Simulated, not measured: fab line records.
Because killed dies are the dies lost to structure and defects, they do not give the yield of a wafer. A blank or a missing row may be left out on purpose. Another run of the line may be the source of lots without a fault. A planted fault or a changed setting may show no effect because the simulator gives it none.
Check for tools in common :: flow gf180mcu :: 12 lots, 36 wafers sampled

WHAT PROMPTED THE OPENING
At GF_PASSIVATION_THK_MEAS_01 the reading PASSIVATION_CVD_00_THK is flagged on 2 of 12 lots. Wafers without a fault read 999 nm, standard deviation 13.
Rule: a lot is flagged in two cases, either no wafer of it has a number, or all its wafers with numbers fall more than 4 standard deviations from that mean. All remaining lots are regarded as sound.

lot: L108
measured: day 28 14:24
on: film_metro-02
PASSIVATION_CVD_00_THK (nm), wafer by wafer: 976 974 1000
flag: 

lot: L109
measured: day 29 00:59
on: film_metro-01
PASSIVATION_CVD_00_THK (nm), wafer by wafer: 987 992 994
flag: 

lot: L110
measured: day 29 04:50
on: film_metro-01
PASSIVATION_CVD_00_THK (nm), wafer by wafer: 987 993 1017
flag: 

lot: L111
measured: day 29 06:20
on: film_metro-02
PASSIVATION_CVD_00_THK (nm), wafer by wafer: 990 997 995
flag: 

lot: L114
measured: day 30 10:49
on: film_metro-02
PASSIVATION_CVD_00_THK (nm), wafer by wafer: 997 986 1014
flag: 

lot: L116
measured: day 30 20:43
on: film_metro-02
PASSIVATION_CVD_00_THK (nm), wafer by wafer: 984 1008 1006
flag: 

lot: L118
measured: day 31 09:29
on: film_metro-02
PASSIVATION_CVD_00_THK (nm), wafer by wafer: 993 1020 1018
flag: 

lot: L121
measured: day 32 10:22
on: film_metro-02
PASSIVATION_CVD_00_THK (nm), wafer by wafer: 995 992 1015
flag: 

lot: L126
measured: day 33 08:43
on: film_metro-02
PASSIVATION_CVD_00_THK (nm), wafer by wafer: 1119 1105 1113
flag: FLAGGED

lot: L127
measured: day 33 16:41
on: film_metro-03
PASSIVATION_CVD_00_THK (nm), wafer by wafer: 1107 1126 1120
flag: FLAGGED

lot: L129
measured: day 34 02:56
on: film_metro-02
PASSIVATION_CVD_00_THK (nm), wafer by wafer: 987 1021 994
flag: 

lot: L130
measured: day 34 04:07
on: film_metro-03
PASSIVATION_CVD_00_THK (nm), wafer by wafer: 980 994 1009
flag: 
The mean of the flagged lots' numbers is 1115 nm, +116 nm from the usual (+9 standard deviations).

WHICH TOOL EACH LOT WENT THROUGH
The record holds 2 process steps before the reading, out of a route of 602 steps. Every cell lists first the tool, next ch and the chambers used by the sampled wafers, and last the start.
lot: L108
flag: 
GF_TOP_METAL_SPUTTER_04: pvd_sputter-04, day 27 18:04
GF_PASSIVATION_CVD_00: pecvd-04 ch 0,2, day 28 14:17

lot: L109
flag: 
GF_TOP_METAL_SPUTTER_04: pvd_sputter-02, day 28 04:29
GF_PASSIVATION_CVD_00: pecvd-01 ch 0,1, day 29 00:53

lot: L110
flag: 
GF_TOP_METAL_SPUTTER_04: pvd_sputter-04, day 28 08:13
GF_PASSIVATION_CVD_00: pecvd-04 ch 0,1,2, day 29 04:45

lot: L111
flag: 
GF_TOP_METAL_SPUTTER_04: pvd_sputter-03, day 28 09:50
GF_PASSIVATION_CVD_00: pecvd-01 ch 0,1,2, day 29 06:16

lot: L114
flag: 
GF_TOP_METAL_SPUTTER_04: pvd_sputter-04, day 29 14:44
GF_PASSIVATION_CVD_00: pecvd-03 ch 0,1,2, day 30 10:44

lot: L116
flag: 
GF_TOP_METAL_SPUTTER_04: pvd_sputter-04, day 30 01:59
GF_PASSIVATION_CVD_00: pecvd-04 ch 0,1,2, day 30 20:38

lot: L118
flag: 
GF_TOP_METAL_SPUTTER_04: pvd_sputter-03, day 30 14:52
GF_PASSIVATION_CVD_00: pecvd-04 ch 1,2, day 31 09:24

lot: L121
flag: 
GF_TOP_METAL_SPUTTER_04: pvd_sputter-04, day 31 16:22
GF_PASSIVATION_CVD_00: pecvd-03 ch 1,2, day 32 10:17

lot: L126
flag: FLAGGED
GF_TOP_METAL_SPUTTER_04: pvd_sputter-02, day 32 15:39
GF_PASSIVATION_CVD_00: pecvd-04 ch 0,2, day 33 08:38

lot: L127
flag: FLAGGED
GF_TOP_METAL_SPUTTER_04: pvd_sputter-04, day 33 00:05
GF_PASSIVATION_CVD_00: pecvd-04 ch 0,1,2, day 33 16:36

lot: L129
flag: 
GF_TOP_METAL_SPUTTER_04: pvd_sputter-04, day 33 10:35
GF_PASSIVATION_CVD_00: pecvd-01 ch 0,2, day 34 02:50

lot: L130
flag: 
GF_TOP_METAL_SPUTTER_04: pvd_sputter-04, day 33 12:08
GF_PASSIVATION_CVD_00: pecvd-01 ch 0,2, day 34 04:01
These steps, and what they do:
- GF_TOP_METAL_SPUTTER_04: material TiN, target thk 25 nm, time 20.8 s.
- GF_PASSIVATION_CVD_00: deposits SiO2 from TEOS, target thk 1000 nm, time 111.95 s.
- GF_PASSIVATION_THK_MEAS_01

FLAGGED OVER TOTAL, TOOL BY TOOL (the gauges that took the reading come last)
step: GF_TOP_METAL_SPUTTER_04
tool: pvd_sputter-02
lots run: 2
flagged: 1
share of the flagged lots: some
sound lots run after its first flagged lot: 0

step: GF_TOP_METAL_SPUTTER_04
tool: pvd_sputter-03
lots run: 2
flagged: 0
share of the flagged lots: none
sound lots run after its first flagged lot: -

step: GF_TOP_METAL_SPUTTER_04
tool: pvd_sputter-04
lots run: 8
flagged: 1
share of the flagged lots: some
sound lots run after its first flagged lot: 2 (L129,L130)

step: GF_PASSIVATION_CVD_00
tool: pecvd-01
lots run: 4
flagged: 0
share of the flagged lots: none
sound lots run after its first flagged lot: -

step: GF_PASSIVATION_CVD_00
tool: pecvd-03
lots run: 2
flagged: 0
share of the flagged lots: none
sound lots run after its first flagged lot: -

step: GF_PASSIVATION_CVD_00
tool: pecvd-04
lots run: 6
flagged: 2
share of the flagged lots: all
sound lots run after its first flagged lot: 0

step: GF_PASSIVATION_THK_MEAS_01
tool: film_metro-01
lots run: 2
flagged: 0
share of the flagged lots: none
sound lots run after its first flagged lot: -

step: GF_PASSIVATION_THK_MEAS_01
tool: film_metro-02
lots run: 8
flagged: 1
share of the flagged lots: some
sound lots run after its first flagged lot: 1 (L129)

step: GF_PASSIVATION_THK_MEAS_01
tool: film_metro-03
lots run: 2
flagged: 1
share of the flagged lots: some
sound lots run after its first flagged lot: 1 (L130)

WHAT IS ALLOWED BY THE TABLE
In the table, 1 row covers all flagged lots: pecvd-04 at GF_PASSIVATION_CVD_00.
- pecvd-04 at GF_PASSIVATION_CVD_00: 2 of its 6 lots flagged. Last sound lot L118 at day 31 09:24, first flagged lot L126 at day 33 08:38; a fault beginning in between fits. Its own readings lie more than 4 standard deviations out on every wafer of the flagged lots: rf_fwd_power_W.
pecvd-04 at GF_PASSIVATION_CVD_00 is the single tool remaining.

WHAT THE SIMULATOR HAD INSERTED
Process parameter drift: pecvd-04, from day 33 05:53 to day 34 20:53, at GF_PASSIVATION_CVD_00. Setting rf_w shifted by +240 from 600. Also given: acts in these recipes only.
Struck lots among those shown: L126, L127. The rule given above showed the same thing.
